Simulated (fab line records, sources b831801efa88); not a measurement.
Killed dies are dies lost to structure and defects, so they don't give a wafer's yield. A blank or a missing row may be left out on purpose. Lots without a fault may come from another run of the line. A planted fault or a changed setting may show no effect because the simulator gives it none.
Chamber matching | flow gf180mcu | GF_V4_CMP_26 on cmp-01: 4 sister chambers
The step polishes, stops on SiO2, t overpolish 15 s, target thk 0 nm. 4 wafers are shown with their chamber, then 8 later ones without.

WAFERS WITH THEIR CHAMBER
wafer  | chamber | motor_current_A (A)
L316.6 | 1       | 10.5
L317.3 | 0       | 10.0
L317.6 | 3       | 9.9
L318.3 | 2       | 11.2

WAFERS WITHOUT THEIR CHAMBER
wafer  | motor_current_A (A)
L318.5 | 11.1
L318.6 | 9.8
L321.2 | 9.9
L321.3 | 11.4
L321.5 | 11.4
L333.1 | 10.8
L333.3 | 10.1
L333.6 | 10.5

WHICH CHAMBER EACH WENT THROUGH
wafer  | from the rows above          | in truth
L318.5 | 2                            | 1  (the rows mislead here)
L318.6 | can't be placed: 3 or 0      | 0
L321.2 | can't be placed: 3 or 0      | 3
L321.3 | 2                            | 2
L321.5 | 2                            | 2
L333.1 | can't be placed: 1 or 2      | 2
L333.3 | can't be placed: 0 or 3 or 1 | 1
L333.6 | 1                            | 1
Placed correctly: 3 of 8. Can't be placed from these rows: 4 (the true chamber is among the candidates in 4). Placed wrongly: 1.
How it was worked out, from the rows above alone: a wafer's distance from a chamber is the root of the sum, over the readings, of the square of ((its reading less the chamber's mean) divided by the reading's scatter). The wafer belongs to the nearest chamber; if the next one is less than 2 further off, it can't be placed. A chamber's mean is the mean of its shown wafers. The scatter: with one shown wafer a chamber, the root of the mean of the squares of how far each hidden wafer lies from its nearest shown one.
